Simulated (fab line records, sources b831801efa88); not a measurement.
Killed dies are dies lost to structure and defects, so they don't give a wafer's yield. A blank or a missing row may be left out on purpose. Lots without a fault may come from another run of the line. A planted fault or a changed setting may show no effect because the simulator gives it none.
A struck lot beside a sound one | flow sky130 | 30 steps out of a route of 708
Sound: wafers L819.1, L819.2, L819.5. Struck: wafers L825.2, L825.4, L825.6. The cause comes at the end.
At each step with rows: each side's tool, then ch and its chambers, then its first start. Under that, the readings that differ: sound wafers | struck wafers | difference of the means | sigmas: that difference in standard deviations of wafers without a fault.
alike: readings whose means differ by less than 2 such deviations, and words and numbers that are the same on both sides. not compared: withheld readings, readings that some wafer has no value for, bounds like >300 that may hide the same value, and numbers for which the record gives no deviation and whose values overlap.
The two part at a step that has a row with sigmas, a row that says differs or no value, or rows on one side only. Numbers that don't overlap but have no deviation are shown without sigmas and don't part them. A reading that every wafer of one side lacks parts them only if that side has two wafers or more.

first, 5 steps without rows for these wafers: SKY_SONOS_ONO_COAT_08 (resist thk 1140 nm); SKY_SONOS_ONO_SOFTBAKE_09 (time 60 s); SKY_SONOS_ONO_EXPOSE_10 (exposes mask ONOM, target cd 410 nm); SKY_SONOS_ONO_PEB_11; SKY_SONOS_ONO_DEVELOP_12 (develop time 60 s).
SKY_SONOS_ONO_CD_MEAS_13: target cd 410 nm.
  sound on cd_sem-02, day 15 02:58; struck on cd_sem-02, day 16 14:32
  alike: cd_nm
SKY_SONOS_ONO_OVL_MEAS_14:
  sound on overlay-02, day 15 03:05; struck on overlay-02, day 16 14:38
  alike: SONOS_ONO_OVL
SKY_SONOS_ONO_ETCH_15: etches the open film in CHF3/O2, target depth 19.52 nm, time 7.8 s.
  sound on rie_diel-03 ch 1,2, day 15 03:07; struck on rie_diel-02 ch 0,1,2, day 16 14:40
  alike: drypump_motor_current_A, oes_product_au, throttle_valve_pct
  not compared: rf_hours_counter_h
then, 1 step without rows for these wafers: SKY_SONOS_ONO_WET_ETCH_16 (etches SiO2 in dHF, target depth 14 nm, time 280 s).
SKY_SONOS_ONO_STRIP_17: strips in O2/N2.
  sound on plasma_asher-02 ch 0,1, day 15 03:14; struck on plasma_asher-02 ch 0,1, day 16 14:47
  reading             | sound          | struck         | difference | sigmas
  o2_flow_sccm (sccm) | 2987 3004 2999 | 3022 3010 3011 | +18        | +2
  alike: drypump_motor_current_A, oes_product_au, strip_time_to_endpoint_s
  not compared: rf_hours_counter_h
then, 2 steps without rows for these wafers: SKY_SONOS_ONO_WET_ETCH_18 (etches Si3N4 in H3PO4, target depth 15 nm, time 172 s); SKY_GATE_OXIDE_CLEAN_00 (cleans in SC1/SC2, time 150 s).
SKY_GATE_OXIDE_OXIDATION_01: stabilise 600 s, purge 300 s, target thk 10.268 nm.
  sound on furnace-02 ch 0, day 15 03:27; struck on furnace-01 ch 0, day 16 17:23
  alike: zone_power_centre_pct
SKY_GATE_OXIDE_THK_MEAS_02:
  sound on film_metro-02, day 15 04:52; struck on film_metro-01, day 16 19:02
  reading                          | sound             | struck            | difference | sigmas
  GATE_OXIDE_OXIDATION_00_THK (nm) | 10.42 10.51 10.53 | 15.92 16.07 16.28 | +5.60      | +23
then, 7 steps without rows for these wafers: SKY_GATE_OXIDE_DEHYDRATE_03 (time 60 s); SKY_GATE_OXIDE_HMDS_04 (prime time 60 s); SKY_GATE_OXIDE_COAT_05 (resist thk 1149 nm); SKY_GATE_OXIDE_SOFTBAKE_06 (time 60 s); SKY_GATE_OXIDE_EXPOSE_07 (exposes mask LVOM, target cd 600 nm); SKY_GATE_OXIDE_PEB_08; SKY_GATE_OXIDE_DEVELOP_09 (develop time 60 s).
SKY_GATE_OXIDE_OVL_MEAS_10:
  sound on overlay-01, day 16 08:20; struck on overlay-01, day 17 21:08
  alike: GATE_OXIDE_OVL
then, 2 steps without rows for these wafers: SKY_GATE_OXIDE_IMPLANT_11; SKY_GATE_OXIDE_WET_ETCH_12 (etches SiO2 in dHF, target depth 16.8 nm, time 336 s).
SKY_GATE_OXIDE_STRIP_13: strips in O2/N2.
  sound on plasma_asher-03 ch 0,1, day 16 08:38; struck on plasma_asher-03 ch 0,1, day 17 21:31
  alike: drypump_motor_current_A, o2_flow_sccm, oes_product_au, strip_time_to_endpoint_s
  not compared: rf_hours_counter_h
SKY_GATE_OXIDE_TW_MEAS_14:
  sound on film_metro-01, day 16 08:44; struck on film_metro-01, day 17 21:52
  alike: GATE_OXIDE_TW
SKY_GATE_OXIDE_CLEAN_15: cleans in SC1/SC2, time 150 s.
  sound on wet_bench-02 ch 3, day 16 08:47; struck on wet_bench-01 ch 2, day 18 00:49
  reading                                           | sound            | struck            | difference | sigmas
  model.SiO2_of_GATE_OXIDE_OXIDATION_01.thk_nm (nm) | 10.1 10.18 10.19 | 15.63 15.75 15.94 | +5.62      |
  alike: temp_c
SKY_GATE_OXIDE_OXIDATION_16: stabilise 600 s, purge 300 s, target thk 3.57 nm.
  sound on furnace-01 ch 0, day 16 09:02; struck on furnace-02 ch 0, day 18 00:52
  reading                                           | sound             | struck            | difference | sigmas
  zone_power_centre_pct (%)                         | 12.4 12.3 12.4    | 16.0 15.6 15.9    | +3.5       | +2
  model.SiO2_of_GATE_OXIDE_OXIDATION_01.thk_nm (nm) | 11.83 11.88 11.88 | 16.99 17.08 17.26 | +5.25      |
then, 1 step without rows for these wafers: SKY_POLY_GATE_CVD_00 (deposits poly-Si, target thk 180 nm, time 720 s).
-- the record jumps here: 31 days lie between the struck wafers' starts before and after (it left off in module POLY_GATE and takes up again in module PAD_OPEN, whose first step shown is number 708 of the route) --
SKY_PAD_OPEN_PROBE_99:
  sound on prober-01, day 47 18:14; struck on prober-01, day 48 18:19
  reading                                | sound                         | struck    | difference | sigmas
  model.etest.nfet_16v.r_on_ohm_um       | 1.44e+04 1.435e+04 1.435e+04  | 1.68e+04  | +2.43e+03  |
  model.etest.tip_sonos.rs_ohm_sq        | 2716 2734 2719                | 4795      | +2072      |
  model.etest.pfet_16v.r_on_ohm_um       | 1.546e+04 1.546e+04 1.544e+04 | 1.661e+04 | +1.157e+03 |
  model.etest.pfet_g5v0d10v5.r_on_ohm_um | 4918 4774 4812                | 6152      | +1317      |
  model.etest.nfet_g5v0d10v5.r_on_ohm_um | 1957 1918 1912                | 2418      | +489       |
  model.etest.tip_p.rs_ohm_sq            | 6789 6812 6820                | 7114      | +307       |
  model.etest.nfet_g5v0d10v5.drive_ua_um | 579.2 588.2 586.9             | 410.9     | -173.9     |
  model.etest.pfet_01v8.r_on_ohm_um      | 3028 2893 2892                | 3052      | +114       |
  alike: killed_at_M0_to_M3, killed_at_M4_up, killed_at_contacts, killed_at_front_end, killed_at_other, killed_dies, killed_open, killed_short

WHERE THEY PART
First at SKY_SONOS_ONO_STRIP_17; last, within this record, at SKY_GATE_OXIDE_OXIDATION_16. Later steps at which nothing parts them and some readings are alike: SKY_PAD_OPEN_PROBE_99.

WHY: what the simulator had put in
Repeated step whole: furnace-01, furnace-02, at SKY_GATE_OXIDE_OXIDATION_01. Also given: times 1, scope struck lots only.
